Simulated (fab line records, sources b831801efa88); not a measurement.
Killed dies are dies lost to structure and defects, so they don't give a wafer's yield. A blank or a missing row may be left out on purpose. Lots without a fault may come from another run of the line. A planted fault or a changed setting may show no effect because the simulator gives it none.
fab line records | flow sky130
record lots=11 wafers=32 last_day=50
route steps=708 shown VIA2@520 CAPM@539 METAL3@563 METAL4@629
lots that met no fault: from a run of the same line without faults
start_h: hours from the record's first day to the start of the lot's first wafer shown | wait_h: hours since the lot's step before | " the same as in the row above | L1.1+2: a row that stands for several wafers | - no value, or no start given | * or withheld: withheld | < > ~ a bound
route shown NAME@n: a module of which the file shows steps, and the number in the route of the first | usual: mean/standard deviation of fault-free wafers | same: alike in all rows | chamber/n: place in a boat | sites: the reading at each site | _std_site: their standard deviation | _edge_site: outer sites' mean less inner sites' | radius_mm: how far each site lies from the wafer's centre | mask NAME#n: copy n | behind: the tool/chamber that last shaped the wafer | hold: why the lot was held/for how many hours/how that ended | device: the transistor (n, p or np) that didn't switch | end of line: the same wafers' tests at the end of the route | a step without rows: its recipe alone | killed: dies lost to structure and defects at the first sort, not the wafer's yield | map: a wafer's dies, x killed, . not, _ none there
set.NAME: the setting as run; set.NAME@STEP: as run at that earlier step | model.NAME: the simulator's own value behind a step, which no gauge read
steps of the route over a sample of lots; a table a step, a row a wafer
services: from which hour (start_h, from the record's first day; less than 0 if before it) a tool's chamber was out of use, for how many hours, and why
## steps
# step SKY_VIA2_OVL_MEAS_13
# usual VIA2_OVL=3/5.9
# columns lot.wafer tool chamber start_h wait_h VIA2_OVL[nm]
L469.1 overlay-01 - 859.59 0.1 2
L469.3 " - " " 9
L469.5 " - " " 10
L470.3 overlay-01 - 882.19 0.1 -4
L470.4 " - " " -9
L470.6 " - " " -5
L473.3 overlay-02 - 893.51 0.1 5
L473.4 " - " " 0
L473.5 " - " " 7
L476.2 overlay-02 - 915.76 0.1 4
L476.5 " - " " 5
L476.6 " - " " 1
L479.1 overlay-02 - 942.83 0.1 5
L479.4 " - " " 3
L479.5 " - " " 10
L480.1 overlay-02 - 943.45 0.1 7
L480.5 " - " " 8
L480.6 " - " " 14
L481.1 overlay-02 - 948.19 0.1 4
L481.3 " - " " -7
L481.5 " - " " 2
L482.1 overlay-02 - 959.89 0.1 -12
L482.2 " - " " -3
L482.4 " - " " 3
L484.1 overlay-02 - 974.10 0.1 9
L484.2 " - " " 9
L484.3 " - " " 9
L483.1 overlay-02 - 976.54 0.1 5
L483.3 " - " " 7
L483.4 " - " " 1
L487.2 overlay-02 - 995.79 0.1 1
L487.5 " - " " -1
# step SKY_CAPM_SPUTTER_02
# recipe material=TiN target_thk_nm=200 temp_c=300 power_w=6500 time_s=166.7 chamber_pressure_pa=0.4
# usual throttle_valve_pct=30.1/0.89
# columns lot.wafer tool chamber start_h wait_h throttle_valve_pct
L469.1 pvd_sputter-01 - 861.46 0.1 31.5
L469.3 " - " " 30.5
L469.5 " - " " 29.9
L470.3 pvd_sputter-02 - 884.00 0.0 30.6
L470.4 " - " " 30.4
L470.6 " - " " 30.5
L473.3 pvd_sputter-01 - 895.15 0.0 30.0
L473.4 " - " " 30.2
L473.5 " - " " 29.8
L476.2 pvd_sputter-01 - 917.48 0.0 30.4
L476.5 " - " " 30.7
L476.6 " - " " 30.1
L479.1 pvd_sputter-02 - 944.49 0.1 28.6
L479.4 " - " " 30.6
L479.5 " - " " 29.8
L480.1 pvd_sputter-01 - 945.10 0.1 30.0
L480.5 " - " " 30.0
L480.6 " - " " 30.7
L481.1 pvd_sputter-02 - 949.85 0.1 30.6
L481.3 " - " " 28.4
L481.5 " - " " 28.5
L482.1 pvd_sputter-01 - 961.76 0.1 31.1
L482.2 " - " " 30.5
L482.4 " - " " 30.2
L484.1 pvd_sputter-01 - 975.80 0.1 30.5
L484.2 " - " " 31.3
L484.3 " - " " 30.2
L483.1 pvd_sputter-01 - 978.62 0.1 30.0
L483.3 " - " " 30.3
L483.4 " - " " 30.5
L487.2 pvd_sputter-01 - 997.55 0.0 30.3
L487.5 " - " " 30.1
# step SKY_CAPM_RS_MEAS_03
# recipe thk_meas_gauge=four-point-probe reads=TiN_of_CAPM_SPUTTER_02
# usual CAPM_TIN_RS=6.92/0.081
# columns lot.wafer tool chamber start_h wait_h CAPM_TIN_RS[ohm/sq]
L469.1 film_metro-02 - 861.57 0.1 6.89
L469.3 " - " " 6.93
L469.5 " - " " 6.91
L470.3 film_metro-01 - 884.15 0.1 6.87
L470.4 " - " " 6.96
L470.6 " - " " 6.83
L473.3 film_metro-01 - 895.30 0.1 6.90
L473.4 " - " " 6.86
L473.5 " - " " 6.88
L476.2 film_metro-01 - 917.61 0.1 6.91
L476.5 " - " " 6.88
L476.6 " - " " 7.01
L479.1 film_metro-02 - 944.60 0.1 6.85
L479.4 " - " " 6.89
L479.5 " - " " 6.96
L480.1 film_metro-01 - 945.21 0.1 7.07
L480.5 " - " " 7.03
L480.6 " - " " 7.07
L481.1 film_metro-03 - 949.95 0.1 6.86
L481.3 " - " " 6.83
L481.5 " - " " 6.78
L482.1 film_metro-03 - 961.87 0.1 6.97
L482.2 " - " " 7.03
L482.4 " - " " 7.10
L484.1 film_metro-02 - 975.91 0.1 6.93
L484.2 " - " " 9.15
L484.3 " - " " 7.04
L483.1 film_metro-02 - 978.73 0.1 6.83
L483.3 " - " " 6.87
L483.4 " - " " 9.09
L487.2 film_metro-02 - 997.68 0.1 9.26
L487.5 " - " " 6.99
# step SKY_CAPM_THK_MEAS_04
# recipe thk_meas_gauge=xrf reads=TiN_of_CAPM_SPUTTER_02
# usual CAPM_TIN_THK=200.1/2.5
# columns lot.wafer tool chamber start_h wait_h CAPM_TIN_THK[nm]
L469.1 film_metro-02 - 861.69 0.1 200.4
L469.3 " - " " 200.0
L469.5 " - " " 200.3
L470.3 film_metro-01 - 884.25 0.1 202.1
L470.4 " - " " 199.1
L470.6 " - " " 202.5
L473.3 film_metro-01 - 895.40 0.1 201.4
L473.4 " - " " 203.1
L473.5 " - " " 202.1
L476.2 film_metro-01 - 917.72 0.1 201.4
L476.5 " - " " 201.8
L476.6 " - " " 198.3
L479.1 film_metro-02 - 944.72 0.1 200.9
L479.4 " - " " 199.7
L479.5 " - " " 196.4
L480.1 film_metro-01 - 945.33 0.1 197.1
L480.5 " - " " 197.7
L480.6 " - " " 196.8
L481.1 film_metro-03 - 950.07 0.1 201.9
L481.3 " - " " 202.6
L481.5 " - " " 204.2
L482.1 film_metro-03 - 961.99 0.1 199.4
L482.2 " - " " 196.9
L482.4 " - " " 196.1
L484.1 film_metro-02 - 976.03 0.1 198.4
L484.2 " - " " 150.8
L484.3 " - " " 194.4
L483.1 film_metro-02 - 978.85 0.1 201.2
L483.3 " - " " 199.1
L483.4 " - " " 152.3
L487.2 film_metro-02 - 997.79 0.1 149.8
L487.5 " - " " 196.9
# step SKY_CAPM_METAL_ETCH_13
# recipe target_depth_nm=220 stop_on=SiO2 chemistry=Cl2/BCl3 target=TiN pressure_mtorr=10 icp_w=900 bias_w=48.5 Cl2_flow_sccm=60 bcl3_flow_sccm=30 time_s=62.9
# usual drypump_motor_current_A=5.9/0.47 oes_product_au=0.941/0.0083 throttle_valve_pct=21.903/0.0099
# columns lot.wafer tool chamber start_h wait_h drypump_motor_current_A oes_product_au rf_hours_counter_h throttle_valve_pct
L469.1 rie_metal-01 1 887.47 0.0 5.4 0.945 13 21.887
L469.3 " 1 " " 5.4 0.947 - 21.906
L469.5 " 1 " " 5.4 0.950 - 21.901
L470.3 rie_metal-01 0 909.23 0.0 5.5 0.949 - 21.897
L470.4 " 1 " " 5.4 0.934 - 21.912
L470.6 " 0 " " 5.5 0.941 - 21.897
L473.3 rie_metal-03 0 919.29 0.0 5.5 0.949 - 21.901
L473.4 " 1 " " 6.1 0.943 - 21.891
L473.5 " 1 " " 6.1 0.944 - 21.908
L476.2 rie_metal-03 0 942.41 0.0 5.4 0.945 1 21.910
L476.5 " 1 " " 6.1 0.945 - 21.895
L476.6 " 0 " " 5.4 0.934 - 21.903
L479.1 rie_metal-02 0 968.61 0.0 6.0 0.947 2 21.899
L479.4 " 0 " " 6.0 0.945 - 21.886
L479.5 " 1 " " 6.7 0.928 - 21.894
L480.1 rie_metal-03 1 969.71 0.0 6.1 0.941 12 21.904
L480.5 " 1 " " 6.1 0.927 - 21.909
L480.6 " 0 " " 5.4 0.931 - 21.917
L481.1 rie_metal-02 0 974.06 0.0 6.0 0.937 2 21.884
L481.3 " 1 " " 6.7 0.938 - 21.909
L481.5 " 0 " " 6.0 0.951 - 21.899
L482.1 rie_metal-01 0 985.71 0.0 5.5 0.944 15 21.908
L482.2 " 1 " " 5.3 0.930 21 21.928
L482.4 " 0 " " 5.5 0.937 - 21.905
L484.1 rie_metal-03 1 999.06 0.0 6.1 0.945 14 21.913
L484.2 " 0 " " 5.5 0.802 4 22.001
L484.3 " 0 " " 5.4 0.928 - 21.901
L483.1 rie_metal-03 0 1001.91 0.0 5.4 0.949 4 21.914
L483.3 " 0 " " 5.4 0.940 - 21.895
L483.4 " 1 " " 6.1 0.811 - 21.994
L487.2 rie_metal-01 0 1020.96 0.0 5.5 0.798 17 21.982
L487.5 " 0 " " 5.5 0.933 - 21.904
# step SKY_METAL3_CD_MEAS_13
# recipe target_cd_nm=300
# usual cd_nm=300.1/1.3
# columns lot.wafer tool chamber start_h wait_h cd_nm
L469.1 cd_sem-01 - 912.92 - 300.1
L469.3 " - " " 299.7
L469.5 " - " " 299.7
L470.3 cd_sem-02 - 934.35 - 299.6
L470.4 " - " " 299.5
L470.6 " - " " 299.6
L473.3 cd_sem-02 - 944.80 - 298.5
L473.4 " - " " 298.4
L473.5 " - " " 299.9
L476.2 cd_sem-01 - 967.70 - 298.7
L476.5 " - " " 298.6
L476.6 " - " " 297.5
L479.1 cd_sem-01 - 992.97 - 300.8
L479.4 " - " " 301.5
L479.5 " - " " 300.3
L480.1 cd_sem-02 - 994.11 - 300.8
L480.5 " - " " 298.9
L480.6 " - " " 302.0
L481.1 cd_sem-01 - 998.06 - 299.5
L481.3 " - " " 300.6
L481.5 " - " " 301.3
L482.1 cd_sem-01 - 1010.31 - 299.1
L482.2 " - " " 299.0
L482.4 " - " " 300.1
L484.1 cd_sem-01 - 1023.47 - 299.5
L484.2 " - " " 299.4
L484.3 " - " " 298.5
L483.1 cd_sem-01 - 1025.67 - 300.4
L483.3 " - " " 301.7
L483.4 " - " " 302.1
L487.2 cd_sem-01 - 1044.19 - 300.1
L487.5 " - " " 300.4
# step SKY_METAL4_CD_MEAS_13
# recipe target_cd_nm=300
# usual cd_nm=300.1/1.5
# columns lot.wafer tool chamber start_h wait_h cd_nm
L469.1 cd_sem-02 - 989.72 - 302.2
L469.3 " - " " 302.5
L469.5 " - " " 301.1
L470.3 cd_sem-01 - 1011.57 - 298.3
L470.4 " - " " 299.5
L470.6 " - " " 299.1
L473.3 cd_sem-02 - 1020.97 - 300.0
L473.4 " - " " 301.3
L473.5 " - " " 301.2
L476.2 cd_sem-02 - 1041.84 - 301.2
L476.5 " - " " 301.1
L476.6 " - " " 300.9
L479.1 cd_sem-01 - 1064.08 - 300.8
L479.4 " - " " 301.7
L479.5 " - " " 300.8
L480.1 cd_sem-02 - 1066.62 - 298.9
L480.5 " - " " 299.9
L480.6 " - " " 297.9
L481.1 cd_sem-02 - 1069.87 - 298.3
L481.3 " - " " 298.7
L481.5 " - " " 300.1
L482.1 cd_sem-02 - 1080.22 - 302.0
L482.2 " - " " 301.9
L482.4 " - " " 301.2
L484.1 cd_sem-01 - 1091.68 - 299.4
L484.2 " - " " 300.1
L484.3 " - " " 298.9
L483.1 cd_sem-01 - 1094.32 - 300.8
L483.3 " - " " 302.6
L483.4 " - " " 300.7
L487.2 cd_sem-02 - 1111.29 - 298.2
L487.5 " - " " 298.4
## services
# columns tool chamber start_h hours kind
rie_metal-02 - 841.42 2.8 pm
rie_metal-03 1 869.59 1.9 repair
rie_metal-01 0 888.64 6.2 repair
rie_metal-03 0 899.18 - clean
rie_metal-03 0 899.18 18.5 scheduled_down
rie_metal-03 0 899.18 18.5 vent_cycle
rie_metal-01 0 899.28 4.7 repair
rie_metal-02 0 911.51 - clean
rie_metal-02 0 911.51 18.9 scheduled_down
rie_metal-02 0 911.51 18.9 vent_cycle
rie_metal-01 0 933.20 41.5 repair
rie_metal-01 1 941.49 1.2 repair
pvd_sputter-02 - 966.09 4.3 repair
pvd_sputter-02 - 998.37 2.7 repair
pvd_sputter-02 - 999.21 5.1 repair
pvd_sputter-02 - 1000.78 9.7 repair
pvd_sputter-01 - 1003.60 7.8 repair
pvd_sputter-01 - 1009.42 1.0 repair
## key
first_sign step=SKY_CAPM_RS_MEAS_03 reading=CAPM_TIN_RS direction=up sigmas=28 usual=6.92 struck=9.17
effect step=SKY_CAPM_THK_MEAS_04 reading=CAPM_TIN_THK direction=down sigmas=20 usual=200.1 struck=151.0
effect step=SKY_CAPM_METAL_ETCH_13 reading=oes_product_au direction=down sigmas=17 usual=0.941 struck=0.804
met_at SKY_CAPM_SPUTTER_02
struck_lots L483,L484,L487
struck_wafers L483.4,L484.2,L487.2
not_acting_at SKY_VIA2_OVL_MEAS_13,SKY_METAL3_CD_MEAS_13,SKY_METAL4_CD_MEAS_13
onset_between 961.76 975.80
fault kind=process_parameter_drift tool=pvd_sputter-01 chamber=- onset_h=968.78 steps=SKY_CAPM_SPUTTER_02 channel=target_thk_nm offset=-48.283 shape=step end_h=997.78 scope=struck_wafers_only acts_in=these_recipes_only stated=200
